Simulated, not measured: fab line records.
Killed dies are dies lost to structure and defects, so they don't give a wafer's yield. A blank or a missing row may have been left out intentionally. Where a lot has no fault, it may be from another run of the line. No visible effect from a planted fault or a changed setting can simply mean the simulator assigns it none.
Struck lot and sound lot, side by side :: flow gf180mcu :: 26 steps out of a route of 602
Sound: wafers L212.2, L212.4, L212.5. Struck: wafer L224.2. (L224.3, L224.6 of the same lot were not struck and are left out.) The cause comes at the end.
Each step with rows lists, per side, the tool, then ch with its chambers, then its first start. Under that, the readings that differ: sound wafers :: struck wafers :: difference of the means :: sigmas: that difference in standard deviations of wafers without a fault.
alike: a reading whose means differ by less than 2 such deviations, as well as words and numbers matching on both sides. not compared: withheld readings; readings where some wafer has no value; bounds like >300 that might hide an equal value; numbers whose values overlap and for which the record gives no deviation.
Wherever a step has rows on one side only, a row that says differs or no value, or a row with sigmas, the two part there. Numbers that have no deviation but don't overlap get no sigmas and don't part them. A reading that every wafer of one side lacks parts them only if that side has two wafers or more.

first, 5 steps without rows for these wafers: GF_HV_LDD_COAT_14 (resist thk 1000 nm); GF_HV_LDD_SOFTBAKE_15 (time 60 s); GF_HV_LDD_EXPOSE_16 (exposes mask Pplus LV AREA, target cd 400 nm); GF_HV_LDD_PEB_17; GF_HV_LDD_DEVELOP_18 (develop time 60 s).
GF_HV_LDD_CD_MEAS_19: the cd target is 400 nm.
  sound on cdSem-01 at day 11 01:10; struck on cdSem-02 at day 14 19:55
  alike: cdNm
GF_HV_LDD_OVL_MEAS_20:
  sound on overlay-02 at day 11 01:16; struck on overlay-02 at day 14 20:02
  alike: HV_LDD_01_OVL
after that, 1 step had no rows for these wafers: GF_HV_LDD_IMPLANT_21.
GF_HV_LDD_STRIP_22: strips in O2/N2.
  sound on plasmaAsher-04 ch 0,1, day 11 01:27; struck on plasmaAsher-02 ch 0, day 14 20:13
reading: platenTempC (C)
sound: 249.96 250.03 250.13
struck: 249.66
difference: -0.38
sigmas: -2
  alike: drypumpMotorCurrentA, heaterPowerW, oesProductAu, stripTimeToEndpointS
  not compared: rfHoursCounterH
GF_HV_LDD_TW_MEAS_23:
  sound on filmMetro-03 at day 11 01:34; struck on filmMetro-02 at day 14 20:19
  alike: HV_LDD_2_TW
then, 2 steps without rows for these wafers: GF_HV_LDD_DEHYDRATE_24 (time 60 s); GF_HV_LDD_HMDS_25 (prime time 60 s).
GF_HV_LDD_COAT_26: resist thk 1000 nm.
  sound on lithoTrack-02 ch 0, day 11 10:47; struck on lithoTrack-02 ch 0, day 15 06:32
reading: model.NOVOLAK_of_HV_LDD_COAT_26.thkNm (nm)
sound: 1002 998.5 1003
struck: 899.3
difference: -101.9
sigmas: 
then, 3 steps without rows for these wafers: GF_HV_LDD_SOFTBAKE_27 (time 60 s); GF_HV_LDD_EXPOSE_28 (exposes mask Nplus HV AREA, target cd 400 nm); GF_HV_LDD_PEB_29.
GF_HV_LDD_DEVELOP_30: develop time 60 s.
  sound on lithoTrack-01 ch 0, day 11 20:02; struck on lithoTrack-01 ch 0, day 15 17:32
reading: model.NOVOLAK_of_HV_LDD_COAT_26.thkNm (nm)
sound: 1001 998.1 1002
struck: 898.9
difference: -101.5
sigmas: 
GF_HV_LDD_CD_MEAS_31: the cd target is 400 nm.
  sound on cdSem-01 at day 11 20:11; struck on cdSem-02 at day 15 17:40
reading: cdNm (nm)
sound: 397.0 395.4 396.6
struck: 410.5
difference: +14.2
sigmas: +6
GF_HV_LDD_OVL_MEAS_32:
  sound on overlay-01 at day 11 20:17; struck on overlay-02 at day 15 17:47
  alike: HV_LDD_02_OVL
then, 4 steps without rows for these wafers: GF_HV_LDD_IMPLANT_33; GF_HV_LDD_IMPLANT_34; GF_HV_LDD_IMPLANT_35; GF_HV_LDD_IMPLANT_36.
GF_HV_LDD_STRIP_37: strips in O2/N2.
  sound on plasmaAsher-04 ch 0,1, day 11 20:55; struck on plasmaAsher-04 ch 1, day 15 18:25
reading: stripTimeToEndpointS (s)
sound: 12.65 12.61 12.67
struck: 11.45
difference: -1.19
sigmas: -31
  alike: drypumpMotorCurrentA, heaterPowerW, oesProductAu, platenTempC
  not compared: rfHoursCounterH
GF_HV_LDD_TW_MEAS_38:
  sound on filmMetro-03 at day 11 21:01; struck on filmMetro-04 at day 15 18:31
  alike: HV_LDD_3_TW
after that, 1 step had no rows for these wafers: GF_PASSIVATION_PROBE_99.

## WHERE THEY PART
Last at GF_HV_LDD_STRIP_37 as far as this record goes, first at GF_HV_LDD_STRIP_22. Later steps at which nothing parts them and some readings are alike: GF_HV_LDD_TW_MEAS_38.

WHY: what the simulator had put in
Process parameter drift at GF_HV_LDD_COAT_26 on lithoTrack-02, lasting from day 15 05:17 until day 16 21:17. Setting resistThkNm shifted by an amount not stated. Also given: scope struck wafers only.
